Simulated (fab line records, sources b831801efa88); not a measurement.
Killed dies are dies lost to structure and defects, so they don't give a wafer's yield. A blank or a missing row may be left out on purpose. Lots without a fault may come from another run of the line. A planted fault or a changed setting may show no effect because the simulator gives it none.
A struck lot beside a sound one | flow sky130 | 35 steps out of a route of 708
Sound: wafers L995.1, L995.4, L995.6. Struck: wafers L998.2, L998.4, L998.5. The cause comes at the end.
At each step with rows: each side's tool, then ch and its chambers, then its first start. Under that, the readings that differ: sound wafers | struck wafers | difference of the means | sigmas: that difference in standard deviations of wafers without a fault.
alike: readings whose means differ by less than 2 such deviations, and words and numbers that are the same on both sides. not compared: withheld readings, readings that some wafer has no value for, bounds like >300 that may hide the same value, and numbers for which the record gives no deviation and whose values overlap.
The two part at a step that has a row with sigmas, a row that says differs or no value, or rows on one side only. Numbers that don't overlap but have no deviation are shown without sigmas and don't part them. A reading that every wafer of one side lacks parts them only if that side has two wafers or more.

first, 9 steps without rows for these wafers: SKY_METAL3_DESCUM_15 (chemistry O2, time 8 s); SKY_METAL3_ETCH_16 (etches BARC in N2/H2, stops on SiO2, time 88.2 s, target depth 60 nm); SKY_METAL3_ETCH_17 (etches SiO2 in C4F8/O2/Ar, stops on TiN, time 3.9 s, target depth 15 nm); SKY_METAL3_METAL_ETCH_18 (etches the open film in Cl2/BCl3, stops on SiO2, target depth 845 nm, time 183.1 s); SKY_METAL3_STRIP_19 (strips in O2/N2); SKY_METAL3_STRIP_20 (strips in post etch residue remover, time 1200 s); SKY_METAL3_CLEAN_21 (cleans in IPA, time 180 s); SKY_METAL3_CLEAN_22 (cleans in O3/DIW); SKY_VIA3_HDPCVD_00 (deposits SiO2, target thk 1635 nm, time 272.5 s).
SKY_VIA3_CMP_02: polishes SiO2.
  sound on cmp-02 ch 0,1,3, day 39 10:28; struck on cmp-02 ch 1,2,3, day 40 07:10
  reading                                  | sound             | struck            | difference | sigmas
  model.SiO2_of_VIA3_HDPCVD_00.thk_nm (nm) | 466.4 465.8 465.2 | 419.2 417.8 418.9 | -47.2      |
  alike: motor_current_A
then, 9 steps without rows for these wafers: SKY_VIA3_DEHYDRATE_04 (time 60 s); SKY_VIA3_HMDS_05 (prime time 60 s); SKY_VIA3_COAT_06 (resist thk 60 nm); SKY_VIA3_COAT_07 (resist thk 450 nm); SKY_VIA3_SOFTBAKE_08 (time 90 s); SKY_VIA3_EXPOSE_09 (exposes mask VIM3, target cd 200 nm); SKY_VIA3_PEB_10; SKY_VIA3_DEVELOP_11 (develop time 60 s); SKY_VIA3_ETCH_14 (etches BARC in N2/H2, stops on SiO2, time 45.9 s, target depth 60 nm).
SKY_VIA3_ETCH_15: etches SiO2 in C4F8/O2/Ar, stops on TiN, target depth 507 nm, time 78 s.
  sound on rie_diel-03 ch 0,1, day 40 11:30; struck on rie_diel-04 ch 0,2, day 41 07:27
  reading                          | sound             | struck            | difference | sigmas
  oes_product_au (a.u.)            | 0.953 0.950 0.954 | 0.893 0.884 0.891 | -0.063     | -12
  model.etch.depth_nm (nm)         | 466.4 465.8 465.2 | 419.2 417.8 418.9 | -47.2      |
  model.VIA3.feature_depth_nm (nm) | 466.4 465.8 465.2 | 419.2 417.8 418.9 | -47.2      |
  alike: bias_w
  not compared: rf_hours_counter_h
then, 13 steps without rows for these wafers: SKY_VIA3_STRIP_16 (strips in O2/N2); SKY_VIA3_STRIP_17 (strips in post etch residue remover, time 1200 s); SKY_VIA3_CLEAN_18 (cleans in IPA, time 180 s); SKY_VIA3_CLEAN_19 (cleans in O3/DIW); SKY_VIA3_SPUTTER_20 (material TiN, target thk 20 nm, time 80 s); SKY_VIA3_CVD_21 (deposits W, target thk 390 nm, time 117.31 s); SKY_VIA3_CMP_24 (polishes, stops on SiO2, t overpolish 20 s, target thk 0 nm); SKY_METAL4_SPUTTER_00 (material Ti, target thk 15 nm, time 10 s); SKY_METAL4_SPUTTER_01 (material TiN, target thk 20 nm, time 16.7 s); SKY_METAL4_SPUTTER_02 (material AlCu, target thk 735 nm, time 39.1 s); SKY_METAL4_SPUTTER_03 (material Ti, target thk 5 nm, time 3.3 s); SKY_METAL4_SPUTTER_04 (material TiN, target thk 70 nm, time 58.3 s); SKY_CAP2M_CVD_00 (deposits SiO2, target thk 15.5 nm).
-- the record jumps here: 2 days lie between the struck wafers' starts before and after (it left off in module CAP2M and takes up again in module METAL4, whose first step shown is number 598 of the route) --
SKY_METAL4_METAL_ETCH_18: etches the open film in Cl2/BCl3, stops on SiO2, target depth 845 nm, time 183.1 s.
  sound on rie_metal-01 ch 0,1, day 42 14:40; struck on rie_metal-01 ch 1, day 43 09:27
  reading                                  | sound             | struck            | difference | sigmas
  model.SiO2_of_VIA3_HDPCVD_00.thk_nm (nm) | 436.7 436.1 435.6 | 389.4 387.7 388.9 | -47.5      |
  alike: bias_w, drypump_motor_current_A, mfc_cl2_sccm, oes_product_au, throttle_valve_pct
  not compared: rf_hours_counter_h
-- the record jumps here: 4 days lie between the struck wafers' starts before and after (it left off in module METAL4 and takes up again in module PAD_OPEN, whose first step shown is number 708 of the route) --
SKY_PAD_OPEN_PROBE_99:
  the record has rows for the struck wafers here (prober-01, day 47 04:42) and none for the sound ones

WHERE THEY PART
First at SKY_VIA3_ETCH_15; last, within this record, at SKY_PAD_OPEN_PROBE_99.

WHY: what the simulator had put in
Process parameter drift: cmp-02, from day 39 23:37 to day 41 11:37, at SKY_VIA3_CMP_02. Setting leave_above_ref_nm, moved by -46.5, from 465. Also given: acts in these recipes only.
